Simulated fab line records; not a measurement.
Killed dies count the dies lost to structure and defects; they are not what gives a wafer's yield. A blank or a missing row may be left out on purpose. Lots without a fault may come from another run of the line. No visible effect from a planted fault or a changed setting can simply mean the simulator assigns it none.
fab line records	flow gf180mcu
record: lots: 13	wafers: 39	last-day: 34
route steps=602 shown VT_IMPLANT@135 HV_LDD@198 CONTACT@302
lots untouched by any fault: they come from a run of this same line in which no faults occurred
start-h: hours from the record's first day to the start of the lot's first wafer shown	wait-h: time in hours since the lot's previous step	" as in the row above	L1.1+2: one row covering several wafers at once	- no value, or no start given	* or withheld: withheld	< > ~ a bound
route shown NAME@n: names a module that has steps shown in the file, with the first one's number in the route	usual: average and standard deviation across the fault-free wafers	same: alike in all rows	chamber/n: place in a boat	sites: readings site by site	_std_site: the values' standard deviation	_edge_site: mean of outer sites minus mean of inner sites	radius-mm: for every site, how far away it sits from the centre of the wafer	mask NAME#n: copy n	behind: the tool/chamber that last shaped the wafer	hold: what put the lot on hold/how long, in hours/how the hold closed	device: the n, p or np transistor that did not switch	end of line: at the end of the route, the tests of the same wafers	a step with no rows: only its recipe	killed: at the first sort, the dies lost to defects and structure; wafer yield is something else	map: per-die view of a wafer (x killed, . not killed, _ where there is no die)
set.NAME: the run value of the setting; set.NAME@STEP: its run value at that earlier step	model.NAME: the simulator's own value behind a step, which no gauge read
a sample of lots followed through the steps of the route, with each step as a table and each wafer as a row
services: from which hour (start-h, from the record's first day; less than 0 if before it) a tool's chamber was out of use, for how many hours, and why
== steps ==
step: GF_VT_IMPLANT_RTA_45
recipe: temp-c: 1050	time-s: 30	ambient: N2
usual: lamp-power-pct: 35.2/0.54	wafer_temp_C_max: 1054.7/1
lot.wafer	tool	chamber	start-h	wait-h	lamp-power-pct	wafer_temp_C_max
L582.2	rtp-anneal-01	0	162.77	0.0	34.6	1054.2
L582.3	"	0	"	"	34.6	1056.2
L582.5	"	0	"	"	34.6	1054.5
L587.4	rtp-anneal-01	0	196.70	0.1	34.6	1055.2
L587.5	"	0	"	"	34.6	1054.9
L587.6	"	0	"	"	34.6	1055.0
L589.1	rtp-anneal-02	0	207.40	0.0	35.6	1054.4
L589.4	"	0	"	"	35.7	1055.5
L589.6	"	0	"	"	35.7	1053.1
L591.1	rtp-anneal-01	0	222.70	0.0	34.6	1054.5
L591.3	"	0	"	"	34.6	1055.4
L591.4	"	0	"	"	34.6	1054.5
L592.2	rtp-anneal-02	0	230.48	0.0	35.7	1052.6
L592.3	"	0	"	"	35.7	1054.5
L592.6	"	0	"	"	35.7	1053.9
L594.2	rtp-anneal-02	0	249.26	0.0	35.7	1053.4
L594.4	"	0	"	"	35.7	1054.9
L594.6	"	0	"	"	35.6	1055.3
L595.2	rtp-anneal-02	0	251.42	0.0	35.6	1054.0
L595.4	"	0	"	"	35.7	1054.6
L595.5	"	0	"	"	35.7	1054.4
L598.1	rtp-anneal-01	0	271.35	0.0	34.6	1055.3
L598.4	"	0	"	"	34.5	1055.7
L598.5	"	0	"	"	34.6	1055.6
L599.1	rtp-anneal-01	0	276.65	0.0	34.6	1057.3
L599.2	"	0	"	"	34.6	1054.0
L599.3	"	0	"	"	34.6	1055.4
L600.2	rtp-anneal-01	0	284.77	0.0	34.7	1057.8
L600.4	"	0	"	"	34.6	1055.6
L600.5	"	0	"	"	34.6	1055.5
L601.2	rtp-anneal-02	0	293.92	0.0	35.7	1053.9
L601.3	"	0	"	"	35.7	1053.0
L601.5	"	0	"	"	35.6	1054.7
L602.1	rtp-anneal-02	0	300.45	0.0	35.7	1054.5
L602.3	"	0	"	"	35.7	1052.9
L602.6	"	0	"	"	35.7	1054.9
L603.1	rtp-anneal-02	0	305.10	0.0	35.7	1054.4
L603.4	"	0	"	"	35.7	1054.2
L603.6	"	0	"	"	35.7	1055.8
step: GF_HV_LDD_STRIP_22
recipe: chemistry: O2/N2	power-w: 1400	pressure-mtorr: 1500	platen-temp-c: 250	o2-flow-sccm: 3000	n2-flow-sccm: 300	overash-fraction: 0.5
usual: drypump-motor-current-A: 5.9/0.41	heater-power-w: 333/31	o2-flow-sccm: 2999/8	oes-product-au: 0.716/0.0051	strip-time-to-endpoint-s: 12.63/0.031
lot.wafer	tool	chamber	start-h	wait-h	drypump-motor-current-A	heater-power-w	o2-flow-sccm	oes-product-au	rf-hours-counter-h	strip-time-to-endpoint-s
L582.2	plasma-asher-02	1	237.51	0.1	5.9	375	3008	0.716	13	12.62
L582.3	"	0	"	"	5.4	302	3001	0.717	-	12.60
L582.5	"	1	"	"	5.9	390	2996	0.719	-	12.57
L587.4	plasma-asher-02	0	277.79	0.1	5.4	290	2995	0.719	-	12.67
L587.5	"	0	"	"	5.4	301	3003	0.713	-	12.66
L587.6	"	1	"	"	5.8	371	2999	0.718	-	12.65
L589.1	plasma-asher-03	1	290.46	0.1	5.9	341	3005	0.711	61	12.68
L589.4	"	1	"	"	5.9	341	2999	0.704	-	12.67
L589.6	"	0	"	"	6.5	311	2998	0.716	-	12.69
L591.1	plasma-asher-03	1	305.91	0.1	5.9	334	3005	0.708	63	12.62
L591.3	"	1	"	"	5.9	337	3005	0.720	-	12.62
L591.4	"	0	"	"	6.5	317	2995	0.720	-	12.62
L592.2	plasma-asher-02	1	316.51	0.1	5.9	376	2991	0.721	21	12.67
L592.3	"	1	"	"	5.8	385	3003	0.713	-	12.65
L592.6	"	1	"	"	5.8	376	2988	0.720	-	12.64
L594.2	plasma-asher-02	0	338.40	0.1	5.4	300	3001	0.715	24	12.63
L594.4	"	0	"	"	5.4	291	3007	0.716	-	12.62
L594.6	"	1	"	"	5.9	381	3001	0.715	-	12.65
L595.2	plasma-asher-02	0	341.56	0.1	5.4	298	3002	0.713	24	12.62
L595.4	"	1	"	"	5.9	378	3001	0.718	-	12.62
L595.5	"	0	"	"	5.4	299	3011	0.714	-	12.63
L598.1	plasma-asher-03	1	363.11	0.1	5.9	336	3005	0.720	68	12.59
L598.4	"	0	"	"	6.5	311	2991	0.708	-	12.61
L598.5	"	1	"	"	5.9	334	3002	0.725	-	12.64
L599.1	plasma-asher-03	0	370.56	0.1	6.5	306	2998	0.708	68	12.59
L599.2	"	1	"	"	5.9	336	2996	0.715	68	12.61
L599.3	"	0	"	"	6.5	307	2990	0.718	-	12.58
L600.2	plasma-asher-01	1	378.90	0.1	5.5	310	2989	0.713	76	12.60
L600.4	"	1	"	"	5.5	315	2997	0.710	-	12.60
L600.5	"	0	"	"	6.3	365	3003	0.709	-	12.64
L601.2	plasma-asher-01	1	390.76	0.1	5.4	308	2984	0.715	77	12.66
L601.3	"	1	"	"	5.5	314	2988	0.713	-	12.65
L601.5	"	0	"	"	6.3	368	2982	0.716	-	12.65
L602.1	plasma-asher-01	1	396.51	0.1	5.5	314	3004	0.726	78	12.62
L602.3	"	0	"	"	6.3	370	3006	0.716	-	12.64
L602.6	"	1	"	"	5.5	313	2998	0.715	-	12.64
L603.1	plasma-asher-03	0	400.25	0.1	6.5	312	3001	0.720	71	12.60
L603.4	"	0	"	"	6.5	304	3009	0.715	-	12.63
L603.6	"	1	"	"	5.9	338	3006	0.722	-	12.60
step: GF_HV_LDD_COAT_26
recipe: resist: NOVOLAK	spin-rpm: 3000	resist-thk-nm: 1000
lot.wafer	tool	chamber	start-h	wait-h
L582.2+3+5	litho-track-02	0	246.53	0.1
L587.4+5+6	litho-track-02	0	287.38	0.1
L589.1+4+6	litho-track-04	0	300.56	0.1
L591.1+3+4	litho-track-02	0	316.55	0.1
L592.2+3+6	litho-track-02	0	326.53	0.1
L594.2+4+6	litho-track-04	0	348.93	0.1
L595.2+4+5	litho-track-04	0	351.98	0.1
L598.1+4+5	litho-track-04	0	373.85	0.1
L599.1+2+3	litho-track-04	0	381.75	0.1
L600.2+4+5	litho-track-01	0	390.12	0.1
L601.2+3+5	litho-track-02	0	402.08	0.1
L602.1+3+6	litho-track-02	0	407.85	0.1
L603.1+4+6	litho-track-01	0	412.20	0.1
step: GF_HV_LDD_STRIP_37
recipe: chemistry: O2/N2	power-w: 1400	pressure-mtorr: 1500	platen-temp-c: 250	o2-flow-sccm: 3000	n2-flow-sccm: 300	overash-fraction: 0.5
usual: drypump-motor-current-A: 5.9/0.42	heater-power-w: 336/31	o2-flow-sccm: 3000/9	oes-product-au: 0.716/0.0045	strip-time-to-endpoint-s: 12.62/0.032
lot.wafer	tool	chamber	start-h	wait-h	drypump-motor-current-A	heater-power-w	o2-flow-sccm	oes-product-au	rf-hours-counter-h	strip-time-to-endpoint-s
L582.2	plasma-asher-03	0	256.91	0.1	6.5	311	3011	0.704	58	12.62
L582.3	"	0	"	"	6.5	306	3008	0.713	-	12.62
L582.5	"	0	"	"	6.5	311	3000	0.718	-	12.63
L587.4	plasma-asher-03	1	298.75	0.1	5.9	344	2998	0.715	-	12.55
L587.5	"	1	"	"	5.9	335	3001	0.718	-	12.58
L587.6	"	0	"	"	6.6	307	2992	0.713	-	12.57
L589.1	plasma-asher-03	0	311.31	0.1	6.5	316	3009	0.717	63	12.66
L589.4	"	0	"	"	6.5	313	3001	0.721	-	12.63
L589.6	"	0	"	"	6.6	313	3011	0.708	-	12.65
L591.1	plasma-asher-01	0	327.86	0.1	6.3	371	2987	0.718	71	12.22
L591.3	"	1	"	"	5.5	312	2983	0.724	-	12.14
L591.4	"	0	"	"	6.3	375	2989	0.719	-	12.18
L592.2	plasma-asher-01	0	337.61	0.1	6.3	366	3001	0.716	72	12.15
L592.3	"	1	"	"	5.5	312	2986	0.722	-	12.14
L592.6	"	0	"	"	6.4	371	3000	0.708	-	12.17
L594.2	plasma-asher-02	1	360.81	0.1	5.9	379	2996	0.714	26	12.63
L594.4	"	0	"	"	5.4	301	2997	0.717	-	12.62
L594.6	"	0	"	"	5.4	300	2997	0.719	-	12.64
L595.2	plasma-asher-01	1	364.01	0.1	5.5	308	3015	0.718	75	12.65
L595.4	"	1	"	"	5.5	308	2997	0.716	-	12.69
L595.5	"	1	"	"	5.5	307	3015	0.715	-	12.66
L598.1	plasma-asher-01	1	386.16	0.1	5.4	305	2994	0.719	77	12.59
L598.4	"	1	"	"	5.5	308	3015	0.719	-	12.59
L598.5	"	1	"	"	5.5	317	3001	0.717	-	12.56
L599.1	plasma-asher-02	0	394.16	0.1	5.4	299	2995	0.723	30	12.57
L599.2	"	1	"	"	5.9	398	3008	0.713	30	12.60
L599.3	"	1	"	"	5.8	377	2986	0.719	-	12.61
L600.2	plasma-asher-01	1	401.86	0.1	5.5	311	3013	0.714	79	12.58
L600.4	"	1	"	"	5.5	316	2996	0.716	-	12.59
L600.5	"	1	"	"	5.5	310	3009	0.711	-	12.62
L601.2	plasma-asher-01	1	414.96	0.1	5.5	309	3004	0.718	80	12.62
L601.3	"	1	"	"	5.5	306	3006	0.717	-	12.62
L601.5	"	1	"	"	5.5	311	3006	0.718	-	12.62
L602.1	plasma-asher-01	0	420.46	0.1	6.3	363	2999	0.714	81	12.63
L602.3	"	1	"	"	5.4	312	3000	0.714	-	12.66
L602.6	"	0	"	"	6.3	364	3005	0.716	-	12.65
L603.1	plasma-asher-01	1	424.36	0.1	5.5	316	3000	0.713	82	12.62
L603.4	"	0	"	"	6.3	364	2980	0.719	-	12.61
L603.6	"	1	"	"	5.4	312	3012	0.716	-	12.59
step: GF_CONTACT_OVL_MEAS_15
usual: CONTACT_OVL: -2/6
lot.wafer	tool	chamber	start-h	wait-h	CONTACT_OVL[nm]
L582.2	overlay-02	-	366.53	0.1	-8
L582.3	"	-	"	"	-1
L582.5	"	-	"	"	0
L587.4	overlay-01	-	414.29	0.1	2
L587.5	"	-	"	"	-3
L587.6	"	-	"	"	2
L589.1	overlay-02	-	428.67	0.1	7
L589.4	"	-	"	"	2
L589.6	"	-	"	"	1
L591.1	overlay-01	-	447.62	0.1	-7
L591.3	"	-	"	"	-14
L591.4	"	-	"	"	-5
L592.2	overlay-01	-	457.48	0.1	2
L592.3	"	-	"	"	1
L592.6	"	-	"	"	-2
L594.2	overlay-02	-	483.03	0.1	1
L594.4	"	-	"	"	-6
L594.6	"	-	"	"	-5
L595.2	overlay-01	-	486.38	0.1	-7
L595.4	"	-	"	"	-6
L595.5	"	-	"	"	-13
L598.1	overlay-02	-	510.37	0.1	10
L598.4	"	-	"	"	-5
L598.5	"	-	"	"	8
L599.1	overlay-01	-	518.42	0.1	-5
L599.2	"	-	"	"	2
L599.3	"	-	"	"	2
L600.2	overlay-01	-	526.28	0.1	-2
L600.4	"	-	"	"	-9
L600.5	"	-	"	"	-19
L601.2	overlay-02	-	539.28	0.1	-14
L601.3	"	-	"	"	-6
L601.5	"	-	"	"	-3
L602.1	overlay-01	-	544.27	0.1	-2
L602.3	"	-	"	"	4
L602.6	"	-	"	"	-5
L603.1	overlay-02	-	548.52	0.1	0
L603.4	"	-	"	"	1
L603.6	"	-	"	"	7
== services ==
tool	chamber	start-h	hours	kind
plasma-asher-03	-	179.89	1.4	repair
rtp-anneal-01	-	207.41	1.0	pm
plasma-asher-02	-	254.23	2.9	repair
plasma-asher-01	-	283.69	1.5	repair
plasma-asher-01	-	311.04	1.6	repair
plasma-asher-03	-	343.78	6.3	repair
plasma-asher-01	-	345.80	2.8	pm
plasma-asher-02	-	353.37	0.6	repair
rtp-anneal-01	-	408.73	6.3	pm
plasma-asher-02	-	416.85	37.1	pm
plasma-asher-03	-	421.25	9.0	pm
plasma-asher-03	0	421.25	9.0	vent-cycle
plasma-asher-03	1	421.25	9.0	vent-cycle
== key ==
first-sign: step: GF_HV_LDD_STRIP_37	reading: strip-time-to-endpoint-s	direction: down	sigmas: 14	usual: *	struck: *
effect none on later readings
met-at GF_HV_LDD_COAT_26
struck-lots L591,L592
tester-left-out L591,L592
not-acting-at GF_VT_IMPLANT_RTA_45,GF_HV_LDD_STRIP_22,GF_CONTACT_OVL_MEAS_15
onset-between 287.38 316.55
fault: kind: process-parameter-drift	tool: litho-track-02	chamber: -	onset-h: 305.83	steps: GF_HV_LDD_COAT_26	channel: resist-thk-nm	offset: *	shape: step	end-h: 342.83	acts-in: *	stated: *
tester-left-out: of these lots the tester's yield and bins aren't shown, on N5 and GAA mostly nor the transistor test; their killed dies are dies lost to structure and defects alone, not to doping, threshold or leakage, so they don't give the yield
